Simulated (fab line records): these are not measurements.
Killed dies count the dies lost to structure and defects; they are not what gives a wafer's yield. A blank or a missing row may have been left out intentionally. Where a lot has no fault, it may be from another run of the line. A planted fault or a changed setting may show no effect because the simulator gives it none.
Which of the tools did it? / flow sky130 / 36 wafers from 12 lots sampled at 5 of the route's 708 steps

== WHAT THE GAUGES SHOWED, per wafer ==
SKY_NWELL_TW_MEAS_26.
lot=L484; measured=day 5 15:13; on=film-metro-01; NWELL_2_TW=498.3 497.0 498.3
lot=L485; measured=day 5 19:50; on=film-metro-02; NWELL_2_TW=501.2 497.1 499.8
lot=L488; measured=day 6 16:01; on=film-metro-01; NWELL_2_TW=497.9 499.0 494.4
lot=L489; measured=day 6 20:56; on=film-metro-01; NWELL_2_TW=499.6 493.3 500.4
lot=L490; measured=day 7 00:41; on=film-metro-03; NWELL_2_TW=497.5 498.3 498.0
lot=L491; measured=day 7 05:44; on=film-metro-01; NWELL_2_TW=497.2 498.6 502.1
lot=L493; measured=day 7 18:44; on=film-metro-03; NWELL_2_TW=496.4 497.6 498.7
lot=L494; measured=day 8 01:26; on=film-metro-03; NWELL_2_TW=499.7 496.5 497.9
lot=L495; measured=day 8 04:23; on=film-metro-01; NWELL_2_TW=495.2 500.8 497.5
lot=L502; measured=day 10 02:54; on=film-metro-02; NWELL_2_TW=622.0 622.1 619.3
lot=L503; measured=day 10 09:54; on=film-metro-01; NWELL_2_TW=621.2 622.9 622.5
lot=L506; measured=day 11 03:08; on=film-metro-03; NWELL_2_TW=497.9 498.0 499.7

SKY_NWELL_RS_MEAS_31: measurement is done with a four-point probe.
lot=L484; measured=day 5 15:40; on=film-metro-03; PWDE_RS (ohm/sq)=5281 5307 5297
lot=L485; measured=day 5 20:17; on=film-metro-03; PWDE_RS (ohm/sq)=5228 5225 5258
lot=L488; measured=day 6 16:29; on=film-metro-02; PWDE_RS (ohm/sq)=5279 5287 5283
lot=L489; measured=day 6 21:23; on=film-metro-02; PWDE_RS (ohm/sq)=5280 5277 5287
lot=L490; measured=day 7 01:08; on=film-metro-01; PWDE_RS (ohm/sq)=5256 5266 5281
lot=L491; measured=day 7 06:13; on=film-metro-02; PWDE_RS (ohm/sq)=5267 5272 5259
lot=L493; measured=day 7 19:11; on=film-metro-01; PWDE_RS (ohm/sq)=5283 5288 5291
lot=L494; measured=day 8 01:53; on=film-metro-01; PWDE_RS (ohm/sq)=5301 5302 5305
lot=L495; measured=day 8 04:52; on=film-metro-01; PWDE_RS (ohm/sq)=5259 5258 5282
lot=L502; measured=day 10 03:22; on=film-metro-01; PWDE_RS (ohm/sq)=5280 5274 5267
lot=L503; measured=day 10 10:21; on=film-metro-03; PWDE_RS (ohm/sq)=5273 5273 5292
lot=L506; measured=day 11 03:41; on=film-metro-01; PWDE_RS (ohm/sq)=5284 5284 5266

SKY_VT_ADJUST_PCH_OVL_MEAS_07.
lot=L484; measured=day 10 17:16; on=overlay-01; VT_ADJUST_PCH_OVL (nm)=3.2 1.1 2.0
lot=L485; measured=day 10 23:16; on=overlay-01; VT_ADJUST_PCH_OVL (nm)=3.4 1.0 2.5
lot=L488; measured=day 12 01:38; on=overlay-02; VT_ADJUST_PCH_OVL (nm)=0.2 -1.0 0.1
lot=L489; measured=day 12 08:40; on=overlay-01; VT_ADJUST_PCH_OVL (nm)=-0.2 -1.3 -0.3
lot=L490; measured=day 12 10:48; on=overlay-02; VT_ADJUST_PCH_OVL (nm)=-1.5 -2.4 -1.1
lot=L491; measured=day 12 15:49; on=overlay-02; VT_ADJUST_PCH_OVL (nm)=-1.6 0.5 -1.8
lot=L493; measured=day 13 11:05; on=overlay-02; VT_ADJUST_PCH_OVL (nm)=-0.7 1.6 -0.6
lot=L494; measured=day 13 19:06; on=overlay-01; VT_ADJUST_PCH_OVL (nm)=0.2 -0.2 -0.4
lot=L495; measured=day 13 22:07; on=overlay-02; VT_ADJUST_PCH_OVL (nm)=-0.4 -0.6 0.5
lot=L502; measured=day 16 08:10; on=overlay-02; VT_ADJUST_PCH_OVL (nm)=1.4 -0.1 0.7
lot=L503; measured=day 16 18:05; on=overlay-01; VT_ADJUST_PCH_OVL (nm)=0.1 2.7 3.2
lot=L506; measured=day 17 14:53; on=overlay-01; VT_ADJUST_PCH_OVL (nm)=4.3 3.7 2.2

== TOOL THAT RAN EACH LOT (tool first, then ch and the chambers of the sampled wafers, then the start) ==
lot=L484; SKY_NWELL_IMPLANT_24=implanter-04 ch 0, day 5 14:58; SKY_VT_ADJUST_HVTR_STRIP_10=plasma-asher-02 ch 0,1, day 9 19:42
lot=L485; SKY_NWELL_IMPLANT_24=implanter-03 ch 0, day 5 19:35; SKY_VT_ADJUST_HVTR_STRIP_10=plasma-asher-02 ch 1, day 10 01:17
lot=L488; SKY_NWELL_IMPLANT_24=implanter-03 ch 0, day 6 15:46; SKY_VT_ADJUST_HVTR_STRIP_10=plasma-asher-04 ch 0, day 11 01:46
lot=L489; SKY_NWELL_IMPLANT_24=implanter-03 ch 0, day 6 20:41; SKY_VT_ADJUST_HVTR_STRIP_10=plasma-asher-04 ch 0,1, day 11 08:37
lot=L490; SKY_NWELL_IMPLANT_24=implanter-02 ch 0, day 7 00:26; SKY_VT_ADJUST_HVTR_STRIP_10=plasma-asher-02 ch 0,1, day 11 11:04
lot=L491; SKY_NWELL_IMPLANT_24=implanter-02 ch 0, day 7 05:31; SKY_VT_ADJUST_HVTR_STRIP_10=plasma-asher-02 ch 0,1, day 11 16:08
lot=L493; SKY_NWELL_IMPLANT_24=implanter-04 ch 0, day 7 18:29; SKY_VT_ADJUST_HVTR_STRIP_10=plasma-asher-01 ch 0,1, day 12 09:58
lot=L494; SKY_NWELL_IMPLANT_24=implanter-02 ch 0, day 8 01:11; SKY_VT_ADJUST_HVTR_STRIP_10=plasma-asher-01 ch 0,1, day 12 17:52
lot=L495; SKY_NWELL_IMPLANT_24=implanter-03 ch 0, day 8 04:10; SKY_VT_ADJUST_HVTR_STRIP_10=plasma-asher-02 ch 0,1, day 12 21:26
lot=L502; SKY_NWELL_IMPLANT_24=implanter-04 ch 0, day 10 02:21; SKY_VT_ADJUST_HVTR_STRIP_10=plasma-asher-02 ch 0,1, day 15 04:39
lot=L503; SKY_NWELL_IMPLANT_24=implanter-04 ch 0, day 10 09:20; SKY_VT_ADJUST_HVTR_STRIP_10=plasma-asher-02 ch 0,1, day 15 13:44
lot=L506; SKY_NWELL_IMPLANT_24=implanter-03 ch 0, day 11 02:54; SKY_VT_ADJUST_HVTR_STRIP_10=plasma-asher-02 ch 0,1, day 16 10:31
- SKY_NWELL_IMPLANT_24
- SKY_VT_ADJUST_HVTR_STRIP_10: strips in O2/N2.

== WHAT THE TOOLS THEMSELVES READ (means of the sampled wafers that have a number; where no wafer has one, the mark that the record gives instead) ==
SKY_NWELL_IMPLANT_24.
lot=L484; tool=implanter-04; dose-ions-cm2=9.194e+12; end-station-pressure-torr (Torr)=5.38e-06; faraday-current-uA=51.3
lot=L485; tool=implanter-03; dose-ions-cm2=9.195e+12; end-station-pressure-torr (Torr)=5.23e-06; faraday-current-uA=51.5
lot=L488; tool=implanter-03; dose-ions-cm2=9.218e+12; end-station-pressure-torr (Torr)=4.98e-06; faraday-current-uA=52.2
lot=L489; tool=implanter-03; dose-ions-cm2=9.200e+12; end-station-pressure-torr (Torr)=5.20e-06; faraday-current-uA=52.3
lot=L490; tool=implanter-02; dose-ions-cm2=9.215e+12; end-station-pressure-torr (Torr)=4.95e-06; faraday-current-uA=52.4
lot=L491; tool=implanter-02; dose-ions-cm2=9.189e+12; end-station-pressure-torr (Torr)=5.05e-06; faraday-current-uA=51.3
lot=L493; tool=implanter-04; dose-ions-cm2=9.189e+12; end-station-pressure-torr (Torr)=5.08e-06; faraday-current-uA=51.6
lot=L494; tool=implanter-02; dose-ions-cm2=9.203e+12; end-station-pressure-torr (Torr)=5.11e-06; faraday-current-uA=51.1
lot=L495; tool=implanter-03; dose-ions-cm2=9.193e+12; end-station-pressure-torr (Torr)=5.16e-06; faraday-current-uA=51.7
lot=L502; tool=implanter-04; dose-ions-cm2=9.203e+12; end-station-pressure-torr (Torr)=5.25e-06; faraday-current-uA=52.2
lot=L503; tool=implanter-04; dose-ions-cm2=9.205e+12; end-station-pressure-torr (Torr)=5.22e-06; faraday-current-uA=51.6
lot=L506; tool=implanter-03; dose-ions-cm2=9.215e+12; end-station-pressure-torr (Torr)=5.17e-06; faraday-current-uA=53.4

SKY_VT_ADJUST_HVTR_STRIP_10.
lot=L484; tool=plasma-asher-02; drypump-motor-current-A (A)=5.3; oes-product-au (a.u.)=0.714; strip-time-to-endpoint-s (s)=14.22
lot=L485; tool=plasma-asher-02; drypump-motor-current-A (A)=5.5; oes-product-au (a.u.)=0.719; strip-time-to-endpoint-s (s)=14.18
lot=L488; tool=plasma-asher-04; drypump-motor-current-A (A)=6.3; oes-product-au (a.u.)=0.712; strip-time-to-endpoint-s (s)=14.25
lot=L489; tool=plasma-asher-04; drypump-motor-current-A (A)=5.6; oes-product-au (a.u.)=0.716; strip-time-to-endpoint-s (s)=14.19
lot=L490; tool=plasma-asher-02; drypump-motor-current-A (A)=5.3; oes-product-au (a.u.)=0.712; strip-time-to-endpoint-s (s)=14.25
lot=L491; tool=plasma-asher-02; drypump-motor-current-A (A)=5.4; oes-product-au (a.u.)=0.718; strip-time-to-endpoint-s (s)=14.17
lot=L493; tool=plasma-asher-01; drypump-motor-current-A (A)=6.0; oes-product-au (a.u.)=0.720; strip-time-to-endpoint-s (s)=14.22
lot=L494; tool=plasma-asher-01; drypump-motor-current-A (A)=6.0; oes-product-au (a.u.)=0.714; strip-time-to-endpoint-s (s)=14.18
lot=L495; tool=plasma-asher-02; drypump-motor-current-A (A)=5.4; oes-product-au (a.u.)=0.716; strip-time-to-endpoint-s (s)=14.20
lot=L502; tool=plasma-asher-02; drypump-motor-current-A (A)=5.3; oes-product-au (a.u.)=0.717; strip-time-to-endpoint-s (s)=14.11
lot=L503; tool=plasma-asher-02; drypump-motor-current-A (A)=5.4; oes-product-au (a.u.)=0.716; strip-time-to-endpoint-s (s)=14.19
lot=L506; tool=plasma-asher-02; drypump-motor-current-A (A)=5.3; oes-product-au (a.u.)=0.716; strip-time-to-endpoint-s (s)=14.15

== THE ANSWER, worked out from the rows above alone ==
Rule: the lots themselves supply what counts as usual. Put in order of their means at a reading, lots are off if they are a third of the lots or fewer, leave a main group of 4 or more, and stand apart from it by a gap of 3 or more times the standard deviation of the main group's means; of several such gaps the widest counts. A main group is skipped when, at the precision printed for the reading in the tables above, its means are all equal. Also off: a lot with no number at a reading for which 4 or more lots have one. Where the step has rows for the other lots, those lots are counted as sound. After the gauges, taken in route order, come the tools' own readings; for these a lot's mean is taken, as printed above. At the first step where some lot is off, the reading lying furthest off is the one used; lots without a number count as furthest.
Off: L502, L503, at SKY_NWELL_TW_MEAS_26 (NWELL_2_TW). The main group has a mean of 498.1 with a standard deviation of 0.69.
A tool fits if, at a process step before that reading, it ran every lot that is off, and no sound lot after the first of them. Gauges at SKY_NWELL_TW_MEAS_26: tried the same way as those tools. One candidate fits, namely implanter-04 at SKY_NWELL_IMPLANT_24. A fault onset in the window from L493 (day 7 18:29, its last sound lot) to L502 (day 10 02:21, its first lot off) fits.

== WHAT THE SIMULATOR HAD PUT IN ==
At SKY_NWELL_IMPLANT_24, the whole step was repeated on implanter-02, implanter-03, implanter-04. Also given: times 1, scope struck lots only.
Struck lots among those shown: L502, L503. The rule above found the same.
